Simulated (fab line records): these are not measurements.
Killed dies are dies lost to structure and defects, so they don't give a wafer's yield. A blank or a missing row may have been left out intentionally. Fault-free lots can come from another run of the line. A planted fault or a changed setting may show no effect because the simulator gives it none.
Chamber matching || flow gf180mcu || GF_V5_CVD_02 on pecvd-02 has 3 sister chambers
The step deposits SiO2 from TEOS, target thk 1450 nm, time 163.28 s. 3 wafers are shown with their chamber, then 7 later ones without.

== WAFERS PAIRED WITH THEIR CHAMBERS ==
{"wafer": "L748.3", "chamber": 1, "heater_power_w (W)": 662}
{"wafer": "L766.2", "chamber": 0, "heater_power_w (W)": 835}
{"wafer": "L766.4", "chamber": 2, "heater_power_w (W)": 450}

== WAFERS WHOSE CHAMBER IS MISSING ==
{"wafer": "L766.6", "heater_power_w (W)": 711}
{"wafer": "L767.3", "heater_power_w (W)": 570}
{"wafer": "L767.4", "heater_power_w (W)": 854}
{"wafer": "L767.5", "heater_power_w (W)": 603}
{"wafer": "L768.1", "heater_power_w (W)": 718}
{"wafer": "L768.4", "heater_power_w (W)": 590}
{"wafer": "L768.5", "heater_power_w (W)": 897}

== WHICH CHAMBER EACH WENT THROUGH ==
{"wafer": "L766.6", "from the rows above": "can't be placed: 1 or 0", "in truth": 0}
{"wafer": "L767.3", "from the rows above": "can't be placed: 1 or 2", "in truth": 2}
{"wafer": "L767.4", "from the rows above": 0, "in truth": 0}
{"wafer": "L767.5", "from the rows above": "can't be placed: 1 or 2", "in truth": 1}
{"wafer": "L768.1", "from the rows above": "can't be placed: 1 or 0", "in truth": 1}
{"wafer": "L768.4", "from the rows above": "can't be placed: 1 or 2", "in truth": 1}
{"wafer": "L768.5", "from the rows above": 0, "in truth": 0}
2 of 7 placed correctly. These rows do not allow placing 5 (true chamber among the candidates in 5). Number placed wrongly: 0.
How it was worked out, from the rows above alone: a wafer's distance from a chamber is the root of the sum, over the readings, of the square of ((its reading less the chamber's mean) divided by the reading's scatter). The wafer belongs to the nearest chamber; if the next one is less than 2 further off, it can't be placed. Each chamber's mean is taken over the wafers shown for it. The scatter (one wafer shown for each chamber): square how far every hidden wafer sits from the nearest shown wafer, average those squares and take the square root.
